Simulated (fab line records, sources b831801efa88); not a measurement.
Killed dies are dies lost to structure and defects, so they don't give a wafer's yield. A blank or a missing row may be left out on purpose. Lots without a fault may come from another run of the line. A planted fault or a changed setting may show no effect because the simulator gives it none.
Which tool did it? | flow gf180mcu | 7 lots, 21 wafers sampled, at 2 steps of a route of 602

WHAT THE GAUGES READ, wafer by wafer
GF_V1_THK_MEAS_03.
lot  | measured     | on            | V1_CVD_02_THK (nm)
L447 | day 17 23:16 | film_metro-02 | 839 856 852
L449 | day 18 16:04 | film_metro-03 | 847 877 841
L454 | day 20 12:50 | film_metro-03 | 845 864 859
L456 | day 21 05:34 | film_metro-04 | 850 848 867
L459 | day 22 07:17 | film_metro-03 | 843 846 837
L461 | day 23 06:27 | film_metro-03 | 832 852 860
L464 | day 23 23:29 | film_metro-04 | 846 836 849

WHICH TOOL RAN EACH LOT (tool, then ch and the chambers of the sampled wafers, then the start)
lot  | GF_V1_CVD_02
L447 | pecvd-04 ch 0,1,2, day 17 23:11
L449 | pecvd-03 ch 0,1,2, day 18 15:59
L454 | pecvd-03 ch 0,1,2, day 20 12:46
L456 | pecvd-01 ch 0,1, day 21 05:29
L459 | pecvd-01 ch 1,2, day 22 07:11
L461 | pecvd-04 ch 0,1,2, day 23 06:22
L464 | pecvd-03 ch 0,1,2, day 23 23:24
- GF_V1_CVD_02: deposits SiO2 from TEOS, target thk 850 nm, time 94.851 s.

THE ANSWER, worked out from the rows above alone
Rule: what is usual is taken from the lots themselves. Put in order of their means at a reading, lots are off if they are a third of the lots or fewer, leave a main group of 4 or more, and stand apart from it by a gap of 3 or more times the standard deviation of the main group's means; of several such gaps the widest counts. A main group whose means are all the same, to the digits that the tables above print for the reading, isn't used. A lot without any number at a reading at which 4 lots or more have one is off too. The other lots that the step has rows for count as sound.
No lot is off at any reading shown: from this, nothing can be told.

WHAT THE SIMULATOR HAD PUT IN
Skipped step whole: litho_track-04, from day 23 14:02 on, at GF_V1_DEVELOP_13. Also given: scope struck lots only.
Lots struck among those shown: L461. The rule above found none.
